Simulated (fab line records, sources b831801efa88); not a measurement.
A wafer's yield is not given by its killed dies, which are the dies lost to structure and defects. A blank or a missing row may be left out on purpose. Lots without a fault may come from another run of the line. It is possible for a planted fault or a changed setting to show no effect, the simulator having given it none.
Lot-split experiment	flow gf180mcu	5 lots, 23 wafers read, on a route of 602 steps

== SPLIT DETAILS ==
At GF_STI_OXIDATION_29 (stabilise 600 s, purge 300 s, target thk 10 nm), the setting ox time s was moved away from the recipe's 1418 s on 15 of the 23 wafers read, by -11.4% to +11.4%. This setting was run at the recipe's value on the other wafers.

The file shows no step between the split and the reading.

== THE READING ==
STI_OXIDATION_02_THK in nanometres, read at GF_STI_THK_MEAS_30. Typical for fault-free wafers on this fab line: 10.00 nm, with standard deviation 0.17 nm.

wafer	tool, chamber at the split	ox time s as run, s	against the recipe	STI_OXIDATION_02_THK, nm	against lot-mates on the recipe
L077.1	-, -	1579	+11.4%	10.82	no lot-mate on the recipe
L077.2	-, -	1579	+11.4%	10.90	no lot-mate on the recipe
L077.3	-, -	1579	+11.4%	10.78	no lot-mate on the recipe
L077.5	-, -	1579	+11.4%	10.68	no lot-mate on the recipe
L077.6	-, -	1579	+11.4%	10.84	no lot-mate on the recipe
L078.1	-, -	1256	-11.4%	9.35	no lot-mate on the recipe
L078.2	-, -	1256	-11.4%	9.44	no lot-mate on the recipe
L078.3	-, -	1256	-11.4%	9.45	no lot-mate on the recipe
L078.5	-, -	1256	-11.4%	9.28	no lot-mate on the recipe
L078.6	-, -	1256	-11.4%	9.19	no lot-mate on the recipe
L079.1	furnace-02, 0	1418	recipe	10.02	-
L079.4	furnace-02, 0	1418	recipe	10.01	-
L079.6	furnace-02, 0	1418	recipe	10.08	-
L082.1	-, -	1341	-5.4%	9.43	no lot-mate on the recipe
L082.2	-, -	1341	-5.4%	9.46	no lot-mate on the recipe
L082.3	-, -	1341	-5.4%	9.67	no lot-mate on the recipe
L082.5	-, -	1341	-5.4%	9.62	no lot-mate on the recipe
L082.6	-, -	1341	-5.4%	9.47	no lot-mate on the recipe
L084.1	-, -	1418	recipe	10.03	-
L084.2	-, -	1418	recipe	9.91	-
L084.4	-, -	1418	recipe	9.79	-
L084.5	-, -	1418	recipe	9.76	-
L084.6	-, -	1418	recipe	9.97	-

FIT RESULTS
A straight line over all 23 wafers: STI_OXIDATION_02_THK changes by +0.0663 nm for each +1% of ox time s; r = +0.97; the points scatter about the line by 0.13 nm.
Too few moved wafers have a lot-mate on the recipe to fit a line with each lot's own level taken away.

== THE WHOLE CHAIN: every reading that the file lists as answering this split, in the file's order ==
step	what it does	reading	change (the file's fit)	r (the file's)
GF_STI_OXIDATION_29	stabilise 600 s, purge 300 s, target thk 10 nm	SiO2_of_STI_OXIDATION_29.thk nm (the simulator's own value, which no gauge read)	+0.0666 nm for each +1% of the setting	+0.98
GF_STI_THK_MEAS_30		STI_OXIDATION_02_THK	+0.0661 for each +1% of the setting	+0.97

== THE FILE'S OWN FIT ==
STI_OXIDATION_02_THK changes by +0.0661 nm for each +1% of ox time s, r = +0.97.
